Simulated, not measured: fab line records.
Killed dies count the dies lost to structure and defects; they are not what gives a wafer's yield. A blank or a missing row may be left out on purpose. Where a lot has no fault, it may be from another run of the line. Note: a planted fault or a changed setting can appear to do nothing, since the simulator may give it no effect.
fab line records -- flow sky130
record lots=24, wafers=72, last_day=50
route steps=708 shown VIA1@480 METAL2@499 CAP2M@607 METAL4@633 VIA4@640 PASSIVATION@684
lots untouched by any fault: they come from a run of this same line in which no faults occurred
start_h: hours from the record's opening day to when the first of the lot's shown wafers began -- wait_h: hours from the lot's prior step to this one -- " repeats the value in the row above -- L1.1+2: a row that stands for several wafers -- - no value present, or no start provided -- * or withheld: withheld -- < > ~ a bound
route shown NAME@n: NAME is a module with steps in the file, n the number in the route of the first one -- usual: mean/standard deviation of fault-free wafers -- same: alike in all rows -- chamber/n: place in a boat -- sites: each site's reading -- _std_site: their standard deviation -- _edge_site: outer sites' mean less inner sites' -- radius_mm: how far each site lies from the wafer's centre -- mask NAME#n: copy n -- behind: the most recent tool/chamber to have shaped the wafer -- hold: why the lot went on hold/how many hours it stayed there/how the hold came to an end -- device: which transistor (n, p or np) failed to switch -- end of line: the same wafers' tests at the end of the route -- for a step that has no rows: nothing shown but its recipe -- killed: dies lost to structure and defects at the first sort, not the wafer's yield -- map: a wafer's dies, x killed, . not, _ none there
set.NAME: the setting as run; set.NAME@STEP: as run at that earlier step -- model.NAME: the simulator's own value behind a step, which no gauge read
steps of the route over a sample of lots; a table a step, a row a wafer
services: a tool's chamber out of use, with start hour (start_h, from the record's first day; less than 0 if before it), hours out, and reason
## steps
# step SKY_VIA1_RS_MEAS_22
# recipe thk_meas_gauge=four-point-probe, reads=W_of_VIA1_CVD_21+TiN_of_VIA1_SPUTTER_20
# usual VIA1_W_RS=0.428/0.0062
lot.wafer,tool,chamber,start_h,wait_h,VIA1_W_RS[ohm/sq]
L074.1,film_metro-03,-,799.49,0.1,0.421
L074.2,film_metro-03,-,799.49,0.1,0.427
L074.3,film_metro-03,-,799.49,0.1,0.422
L075.1,film_metro-04,-,804.29,0.1,0.427
L075.4,film_metro-04,-,804.29,0.1,0.426
L075.5,film_metro-04,-,804.29,0.1,0.427
L076.4,film_metro-04,-,809.21,0.1,0.425
L076.5,film_metro-04,-,809.21,0.1,0.427
L076.6,film_metro-04,-,809.21,0.1,0.426
L077.1,film_metro-03,-,822.34,0.1,0.430
L077.4,film_metro-03,-,822.34,0.1,0.433
L077.5,film_metro-03,-,822.34,0.1,0.430
L078.3,film_metro-03,-,826.55,0.1,0.423
L078.5,film_metro-03,-,826.55,0.1,0.425
L078.6,film_metro-03,-,826.55,0.1,0.423
L079.1,film_metro-04,-,836.23,0.1,0.422
L079.3,film_metro-04,-,836.23,0.1,0.418
L079.4,film_metro-04,-,836.23,0.1,0.427
L080.1,film_metro-04,-,846.75,0.1,0.428
L080.2,film_metro-04,-,846.75,0.1,0.435
L080.4,film_metro-04,-,846.75,0.1,0.433
L081.3,film_metro-04,-,855.06,0.1,0.430
L081.5,film_metro-04,-,855.06,0.1,0.436
L081.6,film_metro-04,-,855.06,0.1,0.431
L082.1,film_metro-04,-,856.74,0.1,0.425
L082.3,film_metro-04,-,856.74,0.1,0.423
L082.5,film_metro-04,-,856.74,0.1,0.428
L083.1,film_metro-04,-,861.48,0.1,0.424
L083.2,film_metro-04,-,861.48,0.1,0.423
L083.4,film_metro-04,-,861.48,0.1,0.422
L084.2,film_metro-04,-,880.17,0.1,0.436
L084.3,film_metro-04,-,880.17,0.1,0.434
L084.4,film_metro-04,-,880.17,0.1,0.439
L085.2,film_metro-03,-,882.12,0.1,0.423
L085.3,film_metro-03,-,882.12,0.1,0.430
L085.5,film_metro-03,-,882.12,0.1,0.428
L086.1,film_metro-04,-,889.10,0.1,0.440
L086.3,film_metro-04,-,889.10,0.1,0.433
L086.6,film_metro-04,-,889.10,0.1,0.433
L087.1,film_metro-03,-,901.65,0.1,0.439
L087.4,film_metro-03,-,901.65,0.1,0.438
L087.5,film_metro-03,-,901.65,0.1,0.436
L088.2,film_metro-04,-,905.16,0.1,0.418
L088.4,film_metro-04,-,905.16,0.1,0.421
L088.6,film_metro-04,-,905.16,0.1,0.430
L089.4,film_metro-04,-,912.30,0.1,0.437
L089.5,film_metro-04,-,912.30,0.1,0.433
L089.6,film_metro-04,-,912.30,0.1,0.428
L090.1,film_metro-04,-,919.14,0.1,0.432
L090.3,film_metro-04,-,919.14,0.1,0.430
L090.6,film_metro-04,-,919.14,0.1,0.432
L091.1,film_metro-03,-,924.91,0.1,0.417
L091.3,film_metro-03,-,924.91,0.1,0.416
L091.4,film_metro-03,-,924.91,0.1,0.425
L092.1,film_metro-03,-,935.16,0.1,0.423
L092.2,film_metro-03,-,935.16,0.1,0.431
L092.6,film_metro-03,-,935.16,0.1,0.435
L093.3,film_metro-03,-,941.30,0.1,0.426
L093.4,film_metro-03,-,941.30,0.1,0.434
L093.5,film_metro-03,-,941.30,0.1,0.423
L094.2,film_metro-04,-,942.27,0.1,0.433
L094.4,film_metro-04,-,942.27,0.1,0.422
L094.5,film_metro-04,-,942.27,0.1,0.423
L095.2,film_metro-03,-,949.03,0.1,0.417
L095.3,film_metro-03,-,949.03,0.1,0.420
L095.4,film_metro-03,-,949.03,0.1,0.433
L096.2,film_metro-03,-,956.91,0.1,0.434
L096.3,film_metro-03,-,956.91,0.1,0.437
L096.4,film_metro-03,-,956.91,0.1,0.433
L097.2,film_metro-03,-,965.42,0.1,0.431
L097.4,film_metro-03,-,965.42,0.1,0.432
L097.6,film_metro-03,-,965.42,0.1,0.429
# step SKY_METAL2_OVL_MEAS_16
# usual METAL2_OVL=1/6.6
lot.wafer,tool,chamber,start_h,wait_h,METAL2_OVL[nm]
L074.1,overlay-01,-,826.28,0.1,8
L074.2,overlay-01,-,826.28,0.1,8
L074.3,overlay-01,-,826.28,0.1,4
L075.1,overlay-02,-,830.82,0.1,6
L075.4,overlay-02,-,830.82,0.1,13
L075.5,overlay-02,-,830.82,0.1,10
L076.4,overlay-01,-,836.64,0.1,2
L076.5,overlay-01,-,836.64,0.1,7
L076.6,overlay-01,-,836.64,0.1,-1
L077.1,overlay-02,-,850.02,0.1,8
L077.4,overlay-02,-,850.02,0.1,1
L077.5,overlay-02,-,850.02,0.1,5
L078.3,overlay-01,-,854.34,0.1,-4
L078.5,overlay-01,-,854.34,0.1,-3
L078.6,overlay-01,-,854.34,0.1,2
L079.1,overlay-01,-,862.53,0.1,-7
L079.3,overlay-01,-,862.53,0.1,0
L079.4,overlay-01,-,862.53,0.1,-10
L080.1,overlay-01,-,874.12,0.1,4
L080.2,overlay-01,-,874.12,0.1,3
L080.4,overlay-01,-,874.12,0.1,-3
L081.3,overlay-01,-,881.89,0.1,2
L081.5,overlay-01,-,881.89,0.1,-4
L081.6,overlay-01,-,881.89,0.1,-5
L082.1,overlay-01,-,883.73,0.1,10
L082.3,overlay-01,-,883.73,0.1,5
L082.5,overlay-01,-,883.73,0.1,5
L083.1,overlay-01,-,887.87,0.1,11
L083.2,overlay-01,-,887.87,0.1,3
L083.4,overlay-01,-,887.87,0.1,6
L084.2,overlay-01,-,907.13,0.1,-8
L084.3,overlay-01,-,907.13,0.1,-8
L084.4,overlay-01,-,907.13,0.1,-6
L085.2,overlay-02,-,908.58,0.1,12
L085.3,overlay-02,-,908.58,0.1,14
L085.5,overlay-02,-,908.58,0.1,4
L086.1,overlay-01,-,915.97,0.1,-1
L086.3,overlay-01,-,915.97,0.1,-2
L086.6,overlay-01,-,915.97,0.1,-5
L087.1,overlay-01,-,927.18,0.1,-8
L087.4,overlay-01,-,927.18,0.1,0
L087.5,overlay-01,-,927.18,0.1,-1
L088.2,overlay-01,-,931.80,0.1,-1
L088.4,overlay-01,-,931.80,0.1,6
L088.6,overlay-01,-,931.80,0.1,-3
L089.4,overlay-02,-,938.61,0.1,10
L089.5,overlay-02,-,938.61,0.1,12
L089.6,overlay-02,-,938.61,0.1,11
L090.1,overlay-01,-,945.07,0.1,4
L090.3,overlay-01,-,945.07,0.1,-6
L090.6,overlay-01,-,945.07,0.1,-2
L091.1,overlay-02,-,951.14,0.1,-3
L091.3,overlay-02,-,951.14,0.1,5
L091.4,overlay-02,-,951.14,0.1,8
L092.1,overlay-01,-,959.87,0.1,-1
L092.2,overlay-01,-,959.87,0.1,-15
L092.6,overlay-01,-,959.87,0.1,-5
L093.3,overlay-02,-,966.88,0.1,-4
L093.4,overlay-02,-,966.88,0.1,-5
L093.5,overlay-02,-,966.88,0.1,1
L094.2,overlay-01,-,967.55,0.1,5
L094.4,overlay-01,-,967.55,0.1,-4
L094.5,overlay-01,-,967.55,0.1,-8
L095.2,overlay-02,-,974.05,0.1,11
L095.3,overlay-02,-,974.05,0.1,18
L095.4,overlay-02,-,974.05,0.1,8
L096.2,overlay-01,-,981.80,0.1,4
L096.3,overlay-01,-,981.80,0.1,-1
L096.4,overlay-01,-,981.80,0.1,5
L097.2,overlay-02,-,989.33,0.1,-1
L097.4,overlay-02,-,989.33,0.1,2
L097.6,overlay-02,-,989.33,0.1,-1
# step SKY_CAP2M_THK_MEAS_04
# recipe thk_meas_gauge=xrf, reads=TiN_of_CAP2M_SPUTTER_02
# usual CAP2M_TIN_THK=196.8/2.4
lot.wafer,tool,chamber,start_h,wait_h,CAP2M_TIN_THK[nm]
L074.1,film_metro-04,-,938.09,0.1,194.4
L074.2,film_metro-04,-,938.09,0.1,192.8
L074.3,film_metro-04,-,938.09,0.1,195.2
L075.1,film_metro-01,-,942.78,0.1,196.2
L075.4,film_metro-01,-,942.78,0.1,196.9
L075.5,film_metro-01,-,942.78,0.1,194.7
L076.4,film_metro-04,-,948.12,0.1,192.4
L076.5,film_metro-04,-,948.12,0.1,193.6
L076.6,film_metro-04,-,948.12,0.1,193.9
L077.1,film_metro-04,-,960.67,0.1,196.8
L077.4,film_metro-04,-,960.67,0.1,201.2
L077.5,film_metro-04,-,960.67,0.1,198.0
L078.3,film_metro-02,-,963.32,0.1,201.5
L078.5,film_metro-02,-,963.32,0.1,201.5
L078.6,film_metro-02,-,963.32,0.1,203.2
L079.1,film_metro-04,-,970.63,0.1,195.4
L079.3,film_metro-04,-,970.63,0.1,197.5
L079.4,film_metro-04,-,970.63,0.1,198.2
L080.1,film_metro-01,-,981.67,0.1,199.1
L080.2,film_metro-01,-,981.67,0.1,196.9
L080.4,film_metro-01,-,981.67,0.1,194.9
L081.3,film_metro-04,-,988.97,0.1,196.3
L081.5,film_metro-04,-,988.97,0.1,193.7
L081.6,film_metro-04,-,988.97,0.1,192.6
L082.1,film_metro-01,-,990.83,0.1,197.5
L082.3,film_metro-01,-,990.83,0.1,197.4
L082.5,film_metro-01,-,990.83,0.1,196.0
L083.1,film_metro-01,-,994.53,0.1,194.0
L083.2,film_metro-01,-,994.53,0.1,199.6
L083.4,film_metro-01,-,994.53,0.1,194.1
L084.2,film_metro-01,-,1010.78,0.1,196.7
L084.3,film_metro-01,-,1010.78,0.1,197.6
L084.4,film_metro-01,-,1010.78,0.1,200.0
L085.2,film_metro-02,-,1012.45,0.1,198.4
L085.3,film_metro-02,-,1012.45,0.1,194.6
L085.5,film_metro-02,-,1012.45,0.1,194.9
L086.1,film_metro-04,-,1020.52,0.1,196.6
L086.3,film_metro-04,-,1020.52,0.1,198.2
L086.6,film_metro-04,-,1020.52,0.1,196.3
L087.1,film_metro-02,-,1029.99,0.1,197.4
L087.4,film_metro-02,-,1029.99,0.1,197.4
L087.5,film_metro-02,-,1029.99,0.1,194.9
L088.2,film_metro-02,-,1034.65,0.1,197.9
L088.4,film_metro-02,-,1034.65,0.1,197.6
L088.6,film_metro-02,-,1034.65,0.1,197.6
L089.4,film_metro-01,-,1039.01,0.1,197.1
L089.5,film_metro-01,-,1039.01,0.1,197.7
L089.6,film_metro-01,-,1039.01,0.1,197.3
L090.1,film_metro-02,-,1045.75,0.1,194.6
L090.3,film_metro-02,-,1045.75,0.1,197.0
L090.6,film_metro-02,-,1045.75,0.1,196.5
L091.1,film_metro-01,-,1052.10,0.1,199.0
L091.3,film_metro-01,-,1052.10,0.1,196.0
L091.4,film_metro-01,-,1052.10,0.1,197.3
L092.1,film_metro-02,-,1058.89,0.1,198.9
L092.2,film_metro-02,-,1058.89,0.1,198.8
L092.6,film_metro-02,-,1058.89,0.1,194.3
L093.3,film_metro-02,-,1065.90,0.1,195.8
L093.4,film_metro-02,-,1065.90,0.1,194.9
L093.5,film_metro-02,-,1065.90,0.1,196.6
L094.2,film_metro-01,-,1066.63,0.1,195.1
L094.4,film_metro-01,-,1066.63,0.1,195.7
L094.5,film_metro-01,-,1066.63,0.1,196.9
L095.2,film_metro-04,-,1072.98,0.1,197.6
L095.3,film_metro-04,-,1072.98,0.1,200.1
L095.4,film_metro-04,-,1072.98,0.1,199.8
L096.2,film_metro-02,-,1078.90,0.1,202.1
L096.3,film_metro-02,-,1078.90,0.1,198.8
L096.4,film_metro-02,-,1078.90,0.1,201.8
L097.2,film_metro-04,-,1088.22,0.1,192.6
L097.4,film_metro-04,-,1088.22,0.1,196.6
L097.6,film_metro-04,-,1088.22,0.1,197.8
# step SKY_METAL4_ETCH_17
# recipe target=SiO2, stop_on=TiN, chemistry=C4F8/O2/Ar, source_w=1500, bias_w=1200, pressure_mtorr=40, c4f8_flow_sccm=withheld, O2_flow_sccm=6, Ar_flow_sccm=300, time_s=3.9, target_depth_a=150
# usual chamber_pressure_mTorr=40.00/0.037, oes_product_au=0.752/0.0083
lot.wafer,tool,chamber,start_h,wait_h,chamber_pressure_mTorr,oes_product_au
L074.1,rie_diel-03,2,987.79,0.1,40.02,0.742
L074.2,rie_diel-03,1,987.79,0.1,40.00,0.761
L074.3,rie_diel-03,0,987.79,0.1,40.00,0.747
L075.1,rie_diel-03,3,991.96,0.1,39.98,0.759
L075.4,rie_diel-03,0,991.96,0.1,40.02,0.757
L075.5,rie_diel-03,0,991.96,0.1,40.00,0.758
L076.4,rie_diel-03,3,996.83,0.0,40.06,0.773
L076.5,rie_diel-03,3,996.83,0.0,39.99,0.767
L076.6,rie_diel-03,2,996.83,0.0,40.07,0.753
L077.1,rie_diel-03,0,1009.39,0.1,39.99,0.754
L077.4,rie_diel-03,1,1009.39,0.1,39.99,0.754
L077.5,rie_diel-03,3,1009.39,0.1,40.02,0.758
L078.3,rie_diel-03,0,1011.13,0.0,39.96,0.753
L078.5,rie_diel-03,3,1011.13,0.0,39.97,0.741
L078.6,rie_diel-03,0,1011.13,0.0,40.10,0.767
L079.1,rie_diel-03,0,1018.39,0.1,39.98,0.750
L079.3,rie_diel-03,2,1018.39,0.1,40.03,0.748
L079.4,rie_diel-03,2,1018.39,0.1,40.06,0.748
L080.1,rie_diel-03,0,1028.86,0.1,39.95,0.754
L080.2,rie_diel-03,3,1028.86,0.1,40.05,0.760
L080.4,rie_diel-03,1,1028.86,0.1,40.03,0.757
L081.3,rie_diel-02,2,1035.84,0.0,40.02,0.736
L081.5,rie_diel-02,3,1035.84,0.0,39.98,0.748
L081.6,rie_diel-02,2,1035.84,0.0,40.04,0.746
L082.1,rie_diel-03,2,1037.43,0.1,40.03,0.752
L082.3,rie_diel-03,0,1037.43,0.1,40.03,0.753
L082.5,rie_diel-03,2,1037.43,0.1,39.96,0.742
L083.1,rie_diel-01,1,1041.29,0.1,40.06,0.752
L083.2,rie_diel-01,3,1041.29,0.1,40.00,0.756
L083.4,rie_diel-01,0,1041.29,0.1,39.95,0.754
L084.2,rie_diel-01,1,1056.16,0.1,40.00,0.744
L084.3,rie_diel-01,0,1056.16,0.1,39.98,0.749
L084.4,rie_diel-01,2,1056.16,0.1,39.99,0.754
L085.2,rie_diel-01,2,1058.19,0.1,39.98,0.743
L085.3,rie_diel-01,0,1058.19,0.1,40.03,0.748
L085.5,rie_diel-01,0,1058.19,0.1,39.97,0.744
L086.1,rie_diel-02,3,1065.73,0.1,39.97,0.736
L086.3,rie_diel-02,2,1065.73,0.1,39.97,0.749
L086.6,rie_diel-02,1,1065.73,0.1,40.04,0.771
L087.1,rie_diel-02,1,1074.04,0.1,40.02,0.741
L087.4,rie_diel-02,3,1074.04,0.1,40.02,0.759
L087.5,rie_diel-02,0,1074.04,0.1,39.95,0.752
L088.2,rie_diel-01,1,1078.38,0.1,39.96,0.758
L088.4,rie_diel-01,2,1078.38,0.1,39.97,0.758
L088.6,rie_diel-01,0,1078.38,0.1,40.03,0.743
L089.4,rie_diel-02,1,1083.43,0.0,40.06,0.751
L089.5,rie_diel-02,0,1083.43,0.0,40.04,0.759
L089.6,rie_diel-02,1,1083.43,0.0,40.03,0.746
L090.1,rie_diel-01,3,1090.01,0.1,39.94,0.743
L090.3,rie_diel-01,2,1090.01,0.1,39.94,0.744
L090.6,rie_diel-01,2,1090.01,0.1,40.01,0.748
L091.1,rie_diel-02,1,1096.09,0.1,40.00,0.749
L091.3,rie_diel-02,3,1096.09,0.1,39.98,0.746
L091.4,rie_diel-02,2,1096.09,0.1,40.01,0.760
L092.1,rie_diel-03,3,1101.14,0.1,39.99,0.746
L092.2,rie_diel-03,2,1101.14,0.1,40.00,0.749
L092.6,rie_diel-03,0,1101.14,0.1,40.01,0.756
L093.3,rie_diel-03,0,1108.46,0.0,40.05,0.748
L093.4,rie_diel-03,2,1108.46,0.0,40.04,0.743
L093.5,rie_diel-03,3,1108.46,0.0,39.93,0.752
L094.2,rie_diel-01,0,1108.81,0.1,40.01,0.745
L094.4,rie_diel-01,2,1108.81,0.1,39.90,0.765
L094.5,rie_diel-01,2,1108.81,0.1,40.01,0.758
L095.2,rie_diel-02,3,1114.94,0.1,40.02,0.747
L095.3,rie_diel-02,0,1114.94,0.1,40.00,0.764
L095.4,rie_diel-02,1,1114.94,0.1,39.95,0.755
L096.2,rie_diel-02,1,1120.76,0.1,39.97,0.750
L096.3,rie_diel-02,3,1120.76,0.1,40.03,0.741
L096.4,rie_diel-02,0,1120.76,0.1,40.00,0.758
L097.2,rie_diel-02,3,1128.63,0.1,40.01,0.753
L097.4,rie_diel-02,1,1128.63,0.1,40.05,0.761
L097.6,rie_diel-02,2,1128.63,0.1,39.96,0.740
# step SKY_VIA4_THK_MEAS_01
# recipe reads=SiO2_of_VIA4_HDPCVD_00
# usual VIA4_HDPCVD_THK=1750/21
lot.wafer,tool,chamber,start_h,wait_h,VIA4_HDPCVD_THK[nm]
L074.1,film_metro-03,-,988.76,0.1,1728
L074.2,film_metro-03,-,988.76,0.1,1715
L074.3,film_metro-03,-,988.76,0.1,1768
L075.1,film_metro-01,-,992.96,0.1,1760
L075.4,film_metro-01,-,992.96,0.1,1734
L075.5,film_metro-01,-,992.96,0.1,1798
L076.4,film_metro-03,-,998.01,0.0,1747
L076.5,film_metro-03,-,998.01,0.0,1735
L076.6,film_metro-03,-,998.01,0.0,1717
L077.1,film_metro-01,-,1010.35,0.1,1750
L077.4,film_metro-01,-,1010.35,0.1,1727
L077.5,film_metro-01,-,1010.35,0.1,1735
L078.3,film_metro-02,-,1012.13,0.1,1762
L078.5,film_metro-02,-,1012.13,0.1,1730
L078.6,film_metro-02,-,1012.13,0.1,1770
L079.1,film_metro-03,-,1019.88,0.1,1728
L079.3,film_metro-03,-,1019.88,0.1,1698
L079.4,film_metro-03,-,1019.88,0.1,1736
L080.1,film_metro-01,-,1029.88,0.1,1756
L080.2,film_metro-01,-,1029.88,0.1,1732
L080.4,film_metro-01,-,1029.88,0.1,1750
L081.3,film_metro-01,-,1036.82,0.1,1766
L081.5,film_metro-01,-,1036.82,0.1,1758
L081.6,film_metro-01,-,1036.82,0.1,1731
L082.1,film_metro-02,-,1038.74,0.1,1731
L082.3,film_metro-02,-,1038.74,0.1,1769
L082.5,film_metro-02,-,1038.74,0.1,1765
L083.1,film_metro-02,-,1042.31,0.1,1756
L083.2,film_metro-02,-,1042.31,0.1,1732
L083.4,film_metro-02,-,1042.31,0.1,1717
L084.2,film_metro-02,-,1057.14,0.1,1757
L084.3,film_metro-02,-,1057.14,0.1,1722
L084.4,film_metro-02,-,1057.14,0.1,1724
L085.2,film_metro-02,-,1059.20,0.1,1781
L085.3,film_metro-02,-,1059.20,0.1,1734
L085.5,film_metro-02,-,1059.20,0.1,1742
L086.1,film_metro-02,-,1066.74,0.1,1748
L086.3,film_metro-02,-,1066.74,0.1,1766
L086.6,film_metro-02,-,1066.74,0.1,1748
L087.1,film_metro-02,-,1075.01,0.1,1746
L087.4,film_metro-02,-,1075.01,0.1,1726
L087.5,film_metro-02,-,1075.01,0.1,1721
L088.2,film_metro-01,-,1079.38,0.1,1720
L088.4,film_metro-01,-,1079.38,0.1,1732
L088.6,film_metro-01,-,1079.38,0.1,1747
L089.4,film_metro-02,-,1084.60,0.1,1726
L089.5,film_metro-02,-,1084.60,0.1,1744
L089.6,film_metro-02,-,1084.60,0.1,1740
L090.1,film_metro-01,-,1091.18,0.2,1735
L090.3,film_metro-01,-,1091.18,0.2,1736
L090.6,film_metro-01,-,1091.18,0.2,1750
L091.1,film_metro-02,-,1097.16,0.2,1778
L091.3,film_metro-02,-,1097.16,0.2,1785
L091.4,film_metro-02,-,1097.16,0.2,1791
L092.1,film_metro-02,-,1102.14,0.1,1757
L092.2,film_metro-02,-,1102.14,0.1,1764
L092.6,film_metro-02,-,1102.14,0.1,1737
L093.3,film_metro-03,-,1109.74,0.1,1738
L093.4,film_metro-03,-,1109.74,0.1,1749
L093.5,film_metro-03,-,1109.74,0.1,1753
L094.2,film_metro-01,-,1109.88,0.1,1747
L094.4,film_metro-01,-,1109.88,0.1,1758
L094.5,film_metro-01,-,1109.88,0.1,1780
L095.2,film_metro-02,-,1115.92,0.1,1766
L095.3,film_metro-02,-,1115.92,0.1,1755
L095.4,film_metro-02,-,1115.92,0.1,1768
L096.2,film_metro-02,-,1121.74,0.1,1764
L096.3,film_metro-02,-,1121.74,0.1,1763
L096.4,film_metro-02,-,1121.74,0.1,1800
L097.2,film_metro-02,-,1130.08,0.1,1745
L097.4,film_metro-02,-,1130.08,0.1,1771
L097.6,film_metro-02,-,1130.08,0.1,1748
# step SKY_PASSIVATION_THK_MEAS_03
# recipe reads=Si3N4_of_PASSIVATION_CVD_02
# usual PASSIVATION_CVD_02_THK=539/7.8
lot.wafer,tool,chamber,start_h,wait_h,PASSIVATION_CVD_02_THK[nm]
L074.1,film_metro-04,-,1037.42,-,528
L074.2,film_metro-04,-,1037.42,-,528
L074.3,film_metro-04,-,1037.42,-,540
L075.1,film_metro-01,-,1042.34,-,541
L075.4,film_metro-01,-,1042.34,-,537
L075.5,film_metro-01,-,1042.34,-,537
L076.4,film_metro-01,-,1045.22,-,550
L076.5,film_metro-01,-,1045.22,-,553
L076.6,film_metro-01,-,1045.22,-,537
L077.1,film_metro-01,-,1058.18,-,543
L077.4,film_metro-01,-,1058.18,-,545
L077.5,film_metro-01,-,1058.18,-,550
L078.3,film_metro-03,-,1060.38,-,534
L078.5,film_metro-03,-,1060.38,-,540
L078.6,film_metro-03,-,1060.38,-,552
L079.1,film_metro-03,-,1067.32,-,537
L079.3,film_metro-03,-,1067.32,-,531
L079.4,film_metro-03,-,1067.32,-,544
L080.1,film_metro-01,-,1076.66,-,524
L080.2,film_metro-01,-,1076.66,-,537
L080.4,film_metro-01,-,1076.66,-,535
L081.3,film_metro-03,-,1083.92,-,541
L081.5,film_metro-03,-,1083.92,-,543
L081.6,film_metro-03,-,1083.92,-,544
L082.1,film_metro-03,-,1085.27,-,533
L082.3,film_metro-03,-,1085.27,-,535
L082.5,film_metro-03,-,1085.27,-,537
L083.1,film_metro-04,-,1089.17,-,543
L083.2,film_metro-04,-,1089.17,-,531
L083.4,film_metro-04,-,1089.17,-,543
L084.2,film_metro-03,-,1102.37,-,539
L084.3,film_metro-03,-,1102.37,-,547
L084.4,film_metro-03,-,1102.37,-,549
L085.2,film_metro-01,-,1104.67,-,532
L085.3,film_metro-01,-,1104.67,-,533
L085.5,film_metro-01,-,1104.67,-,535
L086.1,film_metro-04,-,1111.01,-,539
L086.3,film_metro-04,-,1111.01,-,542
L086.6,film_metro-04,-,1111.01,-,542
L087.1,film_metro-01,-,1119.57,-,540
L087.4,film_metro-01,-,1119.57,-,542
L087.5,film_metro-01,-,1119.57,-,538
L088.2,film_metro-03,-,1122.45,-,534
L088.4,film_metro-03,-,1122.45,-,542
L088.6,film_metro-03,-,1122.45,-,537
L089.4,film_metro-01,-,1127.59,-,540
L089.5,film_metro-01,-,1127.59,-,541
L089.6,film_metro-01,-,1127.59,-,543
L090.1,film_metro-01,-,1134.18,-,528
L090.3,film_metro-01,-,1134.18,-,531
L090.6,film_metro-01,-,1134.18,-,539
L091.1,film_metro-04,-,1140.30,-,540
L091.3,film_metro-04,-,1140.30,-,546
L091.4,film_metro-04,-,1140.30,-,552
L092.1,film_metro-04,-,1144.70,-,544
L092.2,film_metro-04,-,1144.70,-,543
L092.6,film_metro-04,-,1144.70,-,553
L094.2,film_metro-03,-,1151.32,-,527
L094.4,film_metro-03,-,1151.32,-,540
L094.5,film_metro-03,-,1151.32,-,539
L093.3,film_metro-01,-,1151.72,-,526
L093.4,film_metro-01,-,1151.72,-,537
L093.5,film_metro-01,-,1151.72,-,533
L095.2,film_metro-03,-,1156.13,-,533
L095.3,film_metro-03,-,1156.13,-,540
L095.4,film_metro-03,-,1156.13,-,548
L096.2,film_metro-04,-,1162.09,-,533
L096.3,film_metro-04,-,1162.09,-,532
L096.4,film_metro-04,-,1162.09,-,539
L097.2,film_metro-03,-,1169.39,-,536
L097.4,film_metro-03,-,1169.39,-,548
L097.6,film_metro-03,-,1169.39,-,546
## services
tool,chamber,start_h,hours,kind
rie_diel-02,-,985.45,38.1,repair
rie_diel-03,1,1015.80,6.6,repair
rie_diel-02,2,1025.90,8.5,repair
rie_diel-02,2,1036.74,4.1,repair
rie_diel-01,2,1050.13,3.5,repair
rie_diel-03,2,1096.13,4.1,repair
rie_diel-01,1,1109.17,27.6,repair
rie_diel-02,2,1113.07,3.1,repair
## key
fault none
